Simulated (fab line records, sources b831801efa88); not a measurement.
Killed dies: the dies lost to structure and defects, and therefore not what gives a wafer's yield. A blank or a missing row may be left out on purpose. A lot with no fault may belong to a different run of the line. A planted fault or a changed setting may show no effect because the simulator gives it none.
fab line records    flow sky130
[record] lots = 12  wafers = 36  last_day = 50
route steps=708 shown LDD_N@253 POLY_CUT@315 SD_P@324 SD_N@354 PAD_OPEN@708
lots that met no fault: from a run of the same line without faults
start_h: the number of hours between the record's first day and the start of the first shown wafer of the lot    wait_h: time in hours since the lot's previous step    " as in the row above    L1.1+2: a single row standing in for several wafers    - no value, or no start given    * or withheld: withheld    < > ~ a bound
route shown NAME@n: a module of which the file shows steps, and the number in the route of the first    usual: the fault-free wafers' mean and standard deviation    same: alike in all rows    chamber/n: place in a boat    sites: each site's reading    _std_site: the standard deviation of these    _edge_site: the outer-site mean with the inner-site mean subtracted    radius_mm: how far each site lies from the wafer's centre    mask NAME#n: copy n    behind: the tool/chamber that last shaped the wafer    hold: the reason the lot was held/the length of the hold in hours/how it ended    device: transistor that didn't switch, given as n, p or np    end of line: the same wafers' tests at the end of the route    a step without rows: its recipe alone    killed: not the wafer's yield, but the dies lost to structure and defects at the first sort    map: a wafer's dies, marking killed ones x, the rest . and places with no die _
set.NAME: setting as actually run; set.NAME@STEP: the setting as run at that earlier step    model.NAME: the simulator's own value behind a step, which no gauge read
the route's steps for a sample of lots (tables are steps, rows are wafers)
services: from which hour (start_h, from the record's first day; less than 0 if before it) a tool's chamber was out of use, for how many hours, and why
[[steps]]
[step SKY_LDD_N_STRIP_16]
[recipe] chemistry = O2/N2  power_w = 1400  pressure_mtorr = 1500  platen_temp_c = withheld  o2_flow_sccm = 3000  n2_flow_sccm = 300  overash_fraction = 0.5
[usual] drypump_motor_current_A = 5.7/0.43  n2_flow_sccm = 299.9/0.85  o2_flow_sccm = 2999/8.5  oes_product_au = 0.407/0.0047  strip_time_to_endpoint_s = 4.316/0.018
lot.wafer  tool             chamber  start_h  wait_h  drypump_motor_current_A  n2_flow_sccm  o2_flow_sccm  oes_product_au  rf_hours_counter_h  strip_time_to_endpoint_s
L547.3     plasma_asher-02  1        405.92   0.1     6.4                      300.5         2989          0.412           -                   4.289
L547.4     "                0        "        "       5.6                      299.5         3003          0.407           -                   4.289
L547.6     "                0        "        "       5.6                      299.9         3012          0.408           -                   4.297
L548.2     plasma_asher-03  1        412.03   0.1     5.2                      300.9         3001          0.399           55                  4.304
L548.3     "                0        "        "       5.3                      300.4         2997          0.402           -                   4.312
L548.5     "                0        "        "       5.3                      299.6         3004          0.410           -                   4.332
L550.2     plasma_asher-03  1        422.68   0.1     5.2                      299.6         3012          0.415           57                  4.339
L550.4     "                0        "        "       5.3                      299.5         2992          0.411           -                   4.323
L550.5     "                0        "        "       5.3                      300.1         3004          0.410           -                   4.332
L551.1     plasma_asher-02  0        434.02   0.1     5.6                      300.9         2997          0.403           76                  4.322
L551.2     "                1        "        "       6.4                      300.1         3001          0.413           76                  4.352
L551.3     "                0        "        "       5.6                      301.7         3004          0.404           -                   4.344
L553.1     plasma_asher-01  0        454.47   0.1     6.1                      299.9         2997          0.403           2                   4.330
L553.4     "                0        "        "       6.1                      299.8         3009          0.399           -                   4.324
L553.5     "                0        "        "       6.1                      300.4         3011          0.404           -                   4.321
L564.1     plasma_asher-01  0        551.08   0.1     6.1                      298.3         2997          0.403           12                  4.347
L564.2     "                1        "        "       5.9                      299.1         3017          0.406           12                  4.317
L564.3     "                1        "        "       5.9                      300.9         3003          0.406           -                   4.351
L565.2     plasma_asher-01  0        558.48   0.1     6.1                      300.6         3009          0.402           13                  4.291
L565.3     "                0        "        "       6.1                      298.5         3006          0.404           -                   4.321
L565.5     "                1        "        "       5.9                      301.2         2995          0.408           -                   4.324
L566.1     plasma_asher-03  1        564.82   0.1     5.2                      299.0         3003          0.404           72                  4.333
L566.2     "                0        "        "       5.3                      298.5         3004          0.406           72                  4.317
L566.3     "                1        "        "       5.2                      299.5         3002          0.414           -                   4.302
L567.2     plasma_asher-03  0        573.33   0.1     5.3                      300.0         2992          0.405           73                  4.293
L567.3     "                0        "        "       5.3                      299.5         3002          0.412           -                   4.293
L567.4     "                1        "        "       5.2                      298.2         3002          0.404           -                   4.303
L568.1     plasma_asher-03  1        581.53   0.1     5.2                      299.8         3000          0.404           74                  4.340
L568.3     "                0        "        "       5.3                      301.7         2984          0.401           -                   4.318
L568.4     "                1        "        "       5.2                      299.2         2999          0.406           -                   4.343
L569.2     plasma_asher-02  1        591.12   0.1     6.4                      301.0         3002          0.415           91                  4.340
L569.3     "                1        "        "       6.4                      299.4         2996          0.407           -                   4.321
L569.5     "                1        "        "       6.4                      300.6         3007          0.411           -                   4.332
L570.1     plasma_asher-01  1        598.08   0.1     5.9                      300.9         2988          0.404           18                  4.288
L570.5     "                0        "        "       6.1                      300.7         3004          0.411           -                   4.287
L570.6     "                1        "        "       5.9                      300.6         2994          0.402           -                   4.296
[step SKY_POLY_CUT_CD_MEAS_08]
[recipe] target_cd_nm = 270
[usual] cd_nm = 269.9/1.7
lot.wafer  tool       chamber  start_h  wait_h  cd_nm
L547.3     cd_sem-01  -        563.12   -       267.7
L547.4     "          -        "        "       269.2
L547.6     "          -        "        "       268.9
L548.2     cd_sem-02  -        569.12   -       271.1
L548.3     "          -        "        "       271.0
L548.5     "          -        "        "       270.4
L550.2     cd_sem-02  -        581.27   -       270.4
L550.4     "          -        "        "       270.8
L550.5     "          -        "        "       270.2
L551.1     cd_sem-02  -        590.90   -       268.8
L551.2     "          -        "        "       268.5
L551.3     "          -        "        "       268.0
L553.1     cd_sem-02  -        608.85   -       271.6
L553.4     "          -        "        "       269.3
L553.5     "          -        "        "       270.6
L564.1     cd_sem-01  -        701.38   -       269.0
L564.2     "          -        "        "       270.3
L564.3     "          -        "        "       269.6
L565.2     cd_sem-01  -        706.55   -       271.6
L565.3     "          -        "        "       269.5
L565.5     "          -        "        "       270.6
L566.1     cd_sem-01  -        711.50   -       271.5
L566.2     "          -        "        "       270.9
L566.3     "          -        "        "       270.9
L567.2     cd_sem-01  -        720.12   -       270.7
L567.3     "          -        "        "       270.8
L567.4     "          -        "        "       269.2
L568.1     cd_sem-01  -        729.95   -       266.8
L568.3     "          -        "        "       266.7
L568.4     "          -        "        "       268.1
L569.2     cd_sem-02  -        736.17   -       268.8
L569.3     "          -        "        "       268.6
L569.5     "          -        "        "       269.1
L570.1     cd_sem-02  -        742.15   -       271.8
L570.5     "          -        "        "       272.6
L570.6     "          -        "        "       271.7
[step SKY_SD_P_EXPOSE_04]
[recipe] mask_id = PSDM  na = 0.6  source_shape = conventional  sigma_outer = 0.6  polarization = unpolarized  target_cd_nm = 380  dose_mj = 138
lot.wafer   tool              chamber  start_h  wait_h  mask
L547.3+4+6  iline_stepper-02  0        578.56   -       PSDM#0
L548.2+3+5  iline_stepper-02  0        584.55   -       PSDM#0
L550.2+4+5  iline_stepper-01  0        596.31   -       PSDM#0
L551.1+2+3  iline_stepper-02  0        605.77   -       PSDM#0
L553.1+4+5  iline_stepper-02  0        623.85   -       PSDM_R1#0
L564.1+2+3  iline_stepper-01  0        715.94   -       PSDM#0
L565.2+3+5  iline_stepper-02  0        721.29   -       PSDM#0
L566.1+2+3  iline_stepper-02  0        725.80   -       PSDM#0
L567.2+3+4  iline_stepper-01  0        734.01   -       PSDM#0
L568.1+3+4  iline_stepper-01  0        743.80   -       PSDM#0
L569.2+3+5  iline_stepper-01  0        750.15   -       PSDM#0
L570.1+5+6  iline_stepper-02  0        756.05   -       PSDM#0
[step SKY_SD_P_CD_MEAS_07]
[recipe] target_cd_nm = 380
[usual] cd_nm = 380.2/2.4
lot.wafer  tool       chamber  start_h  wait_h  cd_nm
L547.3     cd_sem-02  -        593.53   0.1     379.8
L547.4     "          -        "        "       384.7
L547.6     "          -        "        "       383.5
L548.2     cd_sem-02  -        598.85   0.1     382.9
L548.3     "          -        "        "       381.3
L548.5     "          -        "        "       383.5
L550.2     cd_sem-01  -        610.71   0.1     380.6
L550.4     "          -        "        "       380.1
L550.5     "          -        "        "       381.2
L551.1     cd_sem-02  -        620.34   0.1     380.3
L551.2     "          -        "        "       380.7
L551.3     "          -        "        "       380.9
L553.1     cd_sem-02  -        638.28   0.1     407.0
L553.4     "          -        "        "       410.2
L553.5     "          -        "        "       407.8
L564.1     cd_sem-02  -        729.88   0.1     381.0
L564.2     "          -        "        "       378.6
L564.3     "          -        "        "       377.7
L565.2     cd_sem-01  -        734.96   0.1     377.7
L565.3     "          -        "        "       379.7
L565.5     "          -        "        "       379.3
L566.1     cd_sem-01  -        738.88   0.1     385.8
L566.2     "          -        "        "       383.4
L566.3     "          -        "        "       383.2
L567.2     cd_sem-01  -        747.60   0.1     382.7
L567.3     "          -        "        "       383.2
L567.4     "          -        "        "       382.1
L568.1     cd_sem-02  -        757.10   0.1     380.5
L568.3     "          -        "        "       381.2
L568.4     "          -        "        "       377.5
L569.2     cd_sem-01  -        763.86   0.1     377.8
L569.3     "          -        "        "       379.0
L569.5     "          -        "        "       378.4
L570.1     cd_sem-02  -        768.60   0.1     382.9
L570.5     "          -        "        "       381.8
L570.6     "          -        "        "       380.1
[step SKY_SD_N_TW_MEAS_12]
[usual] SD_N_TW = 3991/21
lot.wafer  tool           chamber  start_h  wait_h  SD_N_TW
L547.3     film_metro-01  -        652.21   0.1     3988
L547.4     "              -        "        "       3969
L547.6     "              -        "        "       3983
L548.2     film_metro-02  -        658.15   0.1     3980
L548.3     "              -        "        "       3971
L548.5     "              -        "        "       3970
L550.2     film_metro-02  -        669.11   0.1     4000
L550.4     "              -        "        "       4000
L550.5     "              -        "        "       4000
L551.1     film_metro-02  -        677.95   0.1     3962
L551.2     "              -        "        "       3969
L551.3     "              -        "        "       3960
L553.1     film_metro-02  -        695.34   0.1     3967
L553.4     "              -        "        "       3972
L553.5     "              -        "        "       3972
L564.1     film_metro-01  -        784.44   0.1     3998
L564.2     "              -        "        "       4019
L564.3     "              -        "        "       4009
L565.2     film_metro-04  -        789.51   0.1     4019
L565.3     "              -        "        "       4021
L565.5     "              -        "        "       4025
L566.1     film_metro-01  -        792.80   0.1     4023
L566.2     "              -        "        "       4000
L566.3     "              -        "        "       4001
L567.2     film_metro-01  -        801.35   0.1     3972
L567.3     "              -        "        "       3984
L567.4     "              -        "        "       3985
L568.1     film_metro-04  -        811.24   0.1     4006
L568.3     "              -        "        "       3999
L568.4     "              -        "        "       4000
L569.2     film_metro-02  -        817.13   0.1     3975
L569.3     "              -        "        "       3967
L569.5     "              -        "        "       3984
L570.1     film_metro-01  -        822.55   0.1     3972
L570.5     "              -        "        "       3973
L570.6     "              -        "        "       3958
[step SKY_PAD_OPEN_PROBE_99]
[usual] killed_at_M0_to_M3 = 43/8  killed_at_M4_up = 2.9/1.6  killed_at_contacts = 26/5.2  killed_at_front_end = 15/4.3  killed_at_other = 0.3/0.56  killed_dies = 87/10  killed_on_rim = 17/3.7  killed_open = 48/6.9  killed_short = 40/6.5
[same] gross_dies = 492  killed_at_back_side = 0
lot.wafer  tool       chamber  start_h  wait_h  killed_at_M0_to_M3  killed_at_M4_up  killed_at_contacts  killed_at_front_end  killed_at_other  killed_dies  killed_on_rim  killed_open  killed_short
L553.5     prober-01  -        1111.66  0.2     44                  1                32                  23                   0                100          20             51           48
L567.2     prober-01  -        1182.73  0.1     46                  0                23                  19                   0                88           12             44           44
L567.3     prober-01  -        1182.78  0.2     48                  3                16                  15                   0                82           14             47           35
L567.4     prober-01  -        1182.83  0.2     46                  6                24                  14                   0                90           18             47           43
L568.1     prober-02  -        1188.11  0.1     48                  7                20                  19                   0                94           20             44           50
L568.3     prober-02  -        1188.21  0.2     38                  2                17                  19                   0                76           13             40           36
L568.4     prober-02  -        1188.26  0.2     38                  2                23                  15                   2                80           14             52           28
L569.2     prober-01  -        1195.05  0.1     40                  3                25                  22                   0                90           19             50           40
L569.3     prober-01  -        1195.10  0.2     51                  1                21                  16                   0                89           15             54           35
L569.5     prober-01  -        1195.20  0.2     42                  4                30                  22                   0                98           22             49           49
// killed by level:class
L553.5 VIA2:geometric_particle:open=13 CONTACT:geometric_particle:open=9 LI_CONTACT:geometric_particle:open=8 FIELD_ISO:geometric_particle:short=6 LOCAL_INTERCONNECT:geometric_particle:short=6 METAL1:geometric_particle:short=5 VIA2:geometric_particle:short=5 SPACER:geometric_particle:open=4
L567.2 VIA1:geometric_particle:open=14 VIA1:geometric_particle:short=8 LI_CONTACT:geometric_particle:open=7 CONTACT:geometric_particle:short=6 CONTACT:geometric_particle:open=6 FIELD_ISO:geometric_particle:short=5 FIELD_ISO:geometric_particle:open=5 POLY_GATE:geometric_particle:short=4
L567.3 VIA1:geometric_particle:open=18 VIA3:geometric_particle:open=8 VIA1:geometric_particle:short=7 FIELD_ISO:geometric_particle:short=6 CONTACT:geometric_particle:open=6 FIELD_ISO:geometric_particle:open=5 LI_CONTACT:geometric_particle:open=5 METAL2:geometric_particle:short=4
L567.4 VIA1:geometric_particle:open=12 VIA2:geometric_particle:open=10 CONTACT:geometric_particle:open=8 LOCAL_INTERCONNECT:geometric_particle:short=7 METAL2:geometric_particle:short=6 POLY_GATE:geometric_particle:open=5 METAL1:geometric_particle:short=5 LI_CONTACT:geometric_particle:open=4
L568.1 VIA1:geometric_particle:open=9 VIA2:geometric_particle:open=7 CONTACT:geometric_particle:open=7 METAL2:geometric_particle:short=7 VIA3:geometric_particle:short=7 LI_CONTACT:geometric_particle:open=6 METAL4:geometric_particle:short=6 METAL1:geometric_particle:short=5
L568.3 METAL1:geometric_particle:short=8 VIA1:geometric_particle:open=7 CONTACT:geometric_particle:open=7 FIELD_ISO:geometric_particle:short=6 SPACER:geometric_particle:open=6 VIA1:geometric_particle:short=6 VIA2:geometric_particle:open=5 FIELD_ISO:geometric_particle:open=3
L568.4 VIA1:geometric_particle:open=11 CONTACT:geometric_particle:open=10 VIA2:geometric_particle:open=8 VIA3:geometric_particle:open=8 LI_CONTACT:geometric_particle:open=6 FIELD_ISO:geometric_particle:short=4 POLY_GATE:geometric_particle:short=4 LOCAL_INTERCONNECT:geometric_particle:short=4
L569.2 VIA1:geometric_particle:open=14 CONTACT:geometric_particle:open=10 LOCAL_INTERCONNECT:geometric_particle:short=6 METAL1:geometric_particle:short=6 VIA3:geometric_particle:open=6 FIELD_ISO:geometric_particle:short=4 FIELD_ISO:geometric_particle:open=4 POLY_GATE:geometric_particle:short=4
L569.3 CONTACT:geometric_particle:open=11 VIA3:geometric_particle:open=11 METAL2:geometric_particle:short=9 VIA1:geometric_particle:open=9 POLY_GATE:geometric_particle:open=5 FIELD_ISO:geometric_particle:short=4 LI_CONTACT:geometric_particle:open=4 CONTACT:geometric_particle:short=4
L569.5 CONTACT:geometric_particle:open=11 LI_CONTACT:geometric_particle:open=9 CONTACT:geometric_particle:short=7 VIA3:geometric_particle:open=6 METAL1:geometric_particle:short=6 VIA1:geometric_particle:short=6 METAL2:geometric_particle:short=6 POLY_GATE:geometric_particle:open=5
[[services]]
tool              chamber  start_h  hours  kind
plasma_asher-01   -        387.90   1.8    repair
plasma_asher-01   -        421.25   9.0    pm
plasma_asher-01   0        421.25   9.0    vent_cycle
plasma_asher-01   1        421.25   9.0    vent_cycle
plasma_asher-01   0        430.25   -      clean
plasma_asher-01   1        430.25   -      clean
iline_stepper-01  -        432.59   12.4   repair
iline_stepper-01  -        483.96   9.6    repair
plasma_asher-02   -        511.87   14.6   pm
iline_stepper-01  -        558.66   1.7    pm
iline_stepper-01  -        580.90   4.4    pm
plasma_asher-03   -        587.34   13.0   repair
iline_stepper-02  -        595.57   1.7    pm
plasma_asher-02   -        616.29   1.5    repair
plasma_asher-01   -        648.10   1.1    repair
plasma_asher-03   -        670.19   0.3    repair
plasma_asher-03   -        705.41   2.8    pm
iline_stepper-02  -        726.46   8.9    pm
plasma_asher-02   -        733.75   9.0    pm
plasma_asher-02   0        733.75   9.0    vent_cycle
plasma_asher-02   1        733.75   9.0    vent_cycle
plasma_asher-02   0        742.75   -      clean
plasma_asher-02   1        742.75   -      clean
iline_stepper-01  -        750.70   4.3    pm
[[key]]
[first_sign] step = SKY_SD_P_EXPOSE_04  reading = mask  direction = changed
[effect] step = SKY_SD_P_CD_MEAS_07  reading = cd_nm  direction = up  sigmas = 12  usual = 380.2  struck = 408.3
met_at SKY_SD_P_EXPOSE_04
struck_lots L553
tester_left_out L553
not_acting_at SKY_LDD_N_STRIP_16,SKY_POLY_CUT_CD_MEAS_08,SKY_SD_N_TW_MEAS_12
onset_between 605.77 623.85
[fault] kind = wrong_mask  tool = any  chamber = -  onset_h = 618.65  steps = SKY_SD_P_EXPOSE_04  aux_copy = PSDM_R1#0  cd_offset_nm = 27  scope = struck_lots_only
// tester_left_out: of these lots the tester's yield and bins aren't shown, on N5 and GAA mostly nor the transistor test; their killed dies are dies lost to structure and defects alone, not to doping, threshold or leakage, so they don't give the yield
